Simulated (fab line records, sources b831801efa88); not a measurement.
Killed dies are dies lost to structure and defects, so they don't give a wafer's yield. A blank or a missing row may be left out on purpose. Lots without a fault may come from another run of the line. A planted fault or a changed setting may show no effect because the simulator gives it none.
Chamber matching | flow gf180mcu | GF_CONTACT_CMP_04 on cmp-02: 4 sister chambers
The step polishes SiO2. 16 wafers are shown with their chamber, then 7 later ones without.

WAFERS WITH THEIR CHAMBER
wafer  | chamber | motor_current_A (A) | time_to_endpoint_s (s)
L765.1 | 3       | 12.4                | 111
L765.4 | 2       | 12.9                | 105
L765.5 | 2       | 11.8                | 105
L769.2 | 1       | 10.7                | 109
L769.3 | 0       | 11.7                | 111
L769.4 | 2       | 11.4                | 112
L771.1 | 2       | 12.2                | 107
L771.5 | 0       | 11.5                | 116
L771.6 | 3       | 11.7                | 113
L776.4 | 2       | 11.8                | 101
L776.5 | 0       | 11.5                | 106
L783.1 | 0       | 11.3                | 96
L783.2 | 1       | 10.4                | 97
L783.5 | 0       | 11.2                | 104
L786.1 | 0       | 10.2                | 99
L786.3 | 2       | 12.0                | 98

SIGNATURES (means of the wafers above)
reading            | chamber 0 | chamber 1 | chamber 2 | chamber 3 | scatter within a chamber
motor_current_A    | 11.233    | 10.550    | 12.017    | 12.050    | 0.501
time_to_endpoint_s | 105.33    | 103.00    | 104.67    | 112.00    | 6.24
Rule: a wafer's distance from a chamber is the root of the sum, over the readings, of the square of ((its reading less the chamber's mean) divided by the reading's scatter). The wafer belongs to the nearest chamber; if the next one is less than 2 further off, it can't be placed. The scatter: the root of (the sum of the squares of (reading less its chamber's mean) over the shown wafers, divided by (wafers less chambers)).

WAFERS WITHOUT THEIR CHAMBER
wafer  | motor_current_A (A) | time_to_endpoint_s (s)
L786.4 | 11.8                | 106
L787.1 | 11.0                | 103
L787.2 | 12.3                | 104
L787.4 | 11.8                | 106
L788.2 | 11.1                | 93
L788.5 | 12.2                | 100
L788.6 | 12.6                | 103

WHICH CHAMBER EACH WENT THROUGH
wafer  | from the rows above               | in truth
L786.4 | can't be placed: 2 or 3 or 0      | 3
L787.1 | can't be placed: 0 or 1 or 2 or 3 | 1
L787.2 | can't be placed: 2 or 3 or 0      | 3
L787.4 | can't be placed: 2 or 3 or 0      | 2
L788.2 | can't be placed: 1 or 0 or 2 or 3 | 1
L788.5 | can't be placed: 2 or 3 or 0      | 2
L788.6 | can't be placed: 2 or 3 or 0      | 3
Placed correctly: 0 of 7. Can't be placed from these rows: 7 (the true chamber is among the candidates in 7). Placed wrongly: 0.
